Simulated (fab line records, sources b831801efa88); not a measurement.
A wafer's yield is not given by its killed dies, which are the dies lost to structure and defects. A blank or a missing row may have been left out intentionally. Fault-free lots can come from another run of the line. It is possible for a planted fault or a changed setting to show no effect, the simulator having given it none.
Struck lot and sound lot, side by side    flow gf180mcu    44 out of 602 route steps
Sound: the wafers L635.1, L635.5, L635.6. Struck: wafers L642.1, L642.2, L642.5. Last of all comes the cause.
At each step with rows: each side's tool, then ch and its chambers, then its first start. Under that, the readings that differ: sound wafers    struck wafers    difference of the means    sigmas: that difference in standard deviations of wafers without a fault.
alike: readings whose means differ by less than 2 such deviations, and words and numbers that are the same on both sides. not compared: withheld readings, readings that some wafer has no value for, bounds like >300 that may hide the same value, and numbers for which the record gives no deviation and whose values overlap.
A row with sigmas, a row that says differs or no value, or rows on one side alone: a step with any of these is where the two part. Non-overlapping numbers with no deviation appear without sigmas and do not part them. A reading that every wafer of one side lacks parts them only if that side has two wafers or more.

first, 1 step without rows for these wafers: GF_MVSD_IMPLANT_09.
GF_MVSD_STRIP_10: strips in O2/N2.
  sound on plasma_asher-03 ch 0,1, day 7 02:04; struck on plasma_asher-03 ch 0,1, day 8 17:19
  alike: chamber_pressure_mTorr, drypump_motor_current_A, heater_power_w, n2_flow_sccm, oes_product_au, strip_time_to_endpoint_s
  not compared: rf_hours_counter_h
GF_MVSD_TW_MEAS_11:
  sound on film_metro-03, day 7 02:10; struck on film_metro-01, day 8 17:25
  alike: MVSD_TW
then, 7 steps without rows for these wafers: GF_MVPSD_DEHYDRATE_00 (time 60 s); GF_MVPSD_HMDS_01 (prime time 60 s); GF_MVPSD_COAT_02 (resist thk 3000 nm); GF_MVPSD_SOFTBAKE_03; GF_MVPSD_EXPOSE_04 (exposes mask MVPSD, target cd 1000 nm); GF_MVPSD_PEB_05; GF_MVPSD_DEVELOP_06 (develop time 60 s).
GF_MVPSD_OVL_MEAS_07:
  sound on overlay-01, day 7 17:57; struck on overlay-01, day 9 10:24
  alike: MVPSD_OVL
following that, these wafers have no rows for 1 step: GF_MVPSD_IMPLANT_08.
GF_MVPSD_IMPLANT_09:
  sound on implanter-03 ch 0, day 7 18:08; struck on implanter-03 ch 0, day 9 10:35
reading             sound                         struck                         difference  sigmas
dose_ions_cm2       4.989e+12 4.99e+12 4.994e+12  4.492e+12 4.483e+12 4.488e+12  -5.033e+11  -93
faraday_current_uA  27.2 28.9 28.0                25.0 25.5 24.8                 -2.9        -6
GF_MVPSD_STRIP_10: strips in O2/N2.
  sound on plasma_asher-02 ch 0,1, day 7 18:17; struck on plasma_asher-01 ch 0,1, day 9 10:44
reading                       sound              struck             difference  sigmas
strip_time_to_endpoint_s (s)  37.27 37.21 37.17  36.93 36.95 36.95  -0.27       -3
  alike: chamber_pressure_mTorr, drypump_motor_current_A, heater_power_w, n2_flow_sccm, oes_product_au
  not compared: rf_hours_counter_h
GF_MVPSD_TW_MEAS_11:
  sound on film_metro-03, day 7 18:23; struck on film_metro-03, day 9 10:50
  alike: MVPSD_TW
then, 7 steps without rows for these wafers: GF_VT_IMPLANT_DEHYDRATE_00 (time 60 s); GF_VT_IMPLANT_HMDS_01 (prime time 60 s); GF_VT_IMPLANT_COAT_02 (resist thk 1000 nm); GF_VT_IMPLANT_SOFTBAKE_03 (time 60 s); GF_VT_IMPLANT_EXPOSE_04 (exposes mask LVPWELL LV AREA, target cd 600 nm); GF_VT_IMPLANT_PEB_05; GF_VT_IMPLANT_DEVELOP_06 (develop time 60 s).
GF_VT_IMPLANT_OVL_MEAS_07:
  sound on overlay-02, day 8 10:16; struck on overlay-01, day 10 03:53
  alike: VT_IMPLANT_OVL
following that, these wafers have no rows for 1 step: GF_VT_IMPLANT_IMPLANT_08.
GF_VT_IMPLANT_STRIP_09: strips in O2/N2.
  sound on plasma_asher-02 ch 0,1, day 8 10:26; struck on plasma_asher-02 ch 0,1, day 10 04:05
  alike: chamber_pressure_mTorr, drypump_motor_current_A, heater_power_w, n2_flow_sccm, oes_product_au, strip_time_to_endpoint_s
  not compared: rf_hours_counter_h
GF_VT_IMPLANT_TW_MEAS_10:
  sound on film_metro-02, day 8 10:32; struck on film_metro-04, day 10 04:11
  alike: VT_IMPLANT_TW
then, 7 steps without rows for these wafers: GF_VT_IMPLANT_DEHYDRATE_11 (time 60 s); GF_VT_IMPLANT_HMDS_12 (prime time 60 s); GF_VT_IMPLANT_COAT_13 (resist thk 1000 nm); GF_VT_IMPLANT_SOFTBAKE_14 (time 60 s); GF_VT_IMPLANT_EXPOSE_15 (exposes mask Nwell LV AREA, target cd 860 nm); GF_VT_IMPLANT_PEB_16; GF_VT_IMPLANT_DEVELOP_17 (develop time 60 s).
GF_VT_IMPLANT_OVL_MEAS_18:
  sound on overlay-01, day 9 03:09; struck on overlay-01, day 10 22:09
  alike: VT_IMPLANT_01_OVL
following that, these wafers have no rows for 1 step: GF_VT_IMPLANT_IMPLANT_19.
GF_VT_IMPLANT_STRIP_20: strips in O2/N2.
  sound on plasma_asher-02 ch 0,1, day 9 03:20; struck on plasma_asher-02 ch 0,1, day 10 22:20
  alike: chamber_pressure_mTorr, drypump_motor_current_A, heater_power_w, n2_flow_sccm, oes_product_au, strip_time_to_endpoint_s
  not compared: rf_hours_counter_h
GF_VT_IMPLANT_TW_MEAS_21:
  sound on film_metro-04, day 9 03:26; struck on film_metro-02, day 10 22:26
  alike: VT_IMPLANT_2_TW
then, 5 steps without rows for these wafers: GF_VT_IMPLANT_DEHYDRATE_22 (time 60 s); GF_VT_IMPLANT_HMDS_23 (prime time 60 s); GF_VT_IMPLANT_COAT_24 (resist thk 1000 nm); GF_VT_IMPLANT_SOFTBAKE_25 (time 60 s); GF_VT_IMPLANT_EXPOSE_26 (exposes mask LVPWELL HV AREA, target cd 860 nm).
GF_VT_IMPLANT_RS_MEAS_49: the measuring method here is four-point-probe.
  sound on film_metro-03, day 10 15:15; struck on film_metro-03, day 12 13:05
reading            sound                 struck                difference  sigmas
MVPSD_RS (ohm/sq)  1169.5 1170.4 1170.4  1189.9 1188.9 1191.0  +19.8       +7
following that, these wafers have no rows for 1 step: GF_PASSIVATION_PROBE_99.

== WHERE THEY PART ==
Last at GF_VT_IMPLANT_RS_MEAS_49 as far as this record goes, first at GF_MVPSD_IMPLANT_09.

WHY: what the simulator had put in
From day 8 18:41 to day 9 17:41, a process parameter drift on implanter-03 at GF_MVPSD_IMPLANT_09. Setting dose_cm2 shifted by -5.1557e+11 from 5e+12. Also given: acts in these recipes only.
